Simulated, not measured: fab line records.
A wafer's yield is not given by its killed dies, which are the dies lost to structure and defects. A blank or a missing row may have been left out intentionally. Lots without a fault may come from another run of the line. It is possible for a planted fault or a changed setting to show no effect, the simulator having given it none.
Which of the tools did it?	flow sfq line	route of 325 steps, sampled at 1 step: 15 lots, 45 wafers

## WHAT THE GAUGES SHOWED, per wafer
The record lacks any reading of a measuring or inspecting step that a usual standard deviation could be used to judge.

## WHAT TOOL EACH LOT RAN ON (gives the tool, then ch and the chambers of the sampled wafers, and finally the start)
lot	SFQ_TRILAYER_I7_VIA_LITHO_PEB_190
L711	litho track-04 ch 0, day 85 23:34
L713	litho track-03 ch 0, day 87 01:59
L716	litho track-03 ch 0, day 87 20:46
L717	litho track-02 ch 0, day 88 07:44
L718	litho track-03 ch 0, day 89 04:13
L719	litho track-03 ch 0, day 89 06:41
L720	litho track-02 ch 0, day 89 10:13
L721	litho track-02 ch 0, day 89 13:50
L722	litho track-02 ch 0, day 89 17:25
L723	litho track-04 ch 0, day 89 22:13
L725	litho track-04 ch 0, day 90 16:25
L730	litho track-03, day 91 04:24
L731	litho track-02, day 91 05:39
L732	litho track-03, day 92 09:59
L734	litho track-02 ch 0, day 93 11:57
- SFQ_TRILAYER_I7_VIA_LITHO_PEB_190: peb time 60 s.

## WHAT THE TOOLS THEMSELVES READ (means of the sampled wafers that have a number; where no wafer has one, the mark that the record gives instead)
SFQ_TRILAYER_I7_VIA_LITHO_PEB_190. Usual: chill plate temp C 23.01 C, standard deviation 0.1; exhaust pa 45.1 Pa, standard deviation 0.93.
lot	tool	chill plate temp C (C)	exhaust pa (Pa)	flag
L711	litho track-04	23.03	46.1	
L713	litho track-03	23.08	44.6	
L716	litho track-03	22.89	46.0	
L717	litho track-02	23.03	43.9	
L718	litho track-03	22.99	45.1	
L719	litho track-03	23.01	46.3	
L720	litho track-02	22.89	44.2	
L721	litho track-02	22.92	44.3	
L722	litho track-02	23.02	45.0	
L723	litho track-04	23.13	44.3	
L725	litho track-04	23.06	44.4	
L730	litho track-03	-	-	OFF
L731	litho track-02	-	-	OFF
L732	litho track-03	-	-	OFF
L734	litho track-02	22.96	46.2	

## THE ANSWER, worked out from the rows above alone
Rule: take the mean of a lot's wafers that have a number; if it is more than 3 standard deviations from the usual mean, the lot is off. A lot without any number at a reading at which 4 lots or more have one is off too. The other lots that the step has rows for count as sound. First the gauges in route order, then the tools' own readings, where a lot's mean is used as printed above. At the first step where some lot is off, the reading lying furthest off is the one used; lots without a number count as furthest.
Off: L730, L731, L732 (SFQ_TRILAYER_I7_VIA_LITHO_PEB_190, chill plate temp C). Without a number there: L730, L731, L732.
If a tool, at that step or one of the process steps before it, ran each lot that is off and ran no sound lot following the first of them, it fits. Not one of the candidates tried fits.

## WHAT THE SIMULATOR HAD INSERTED
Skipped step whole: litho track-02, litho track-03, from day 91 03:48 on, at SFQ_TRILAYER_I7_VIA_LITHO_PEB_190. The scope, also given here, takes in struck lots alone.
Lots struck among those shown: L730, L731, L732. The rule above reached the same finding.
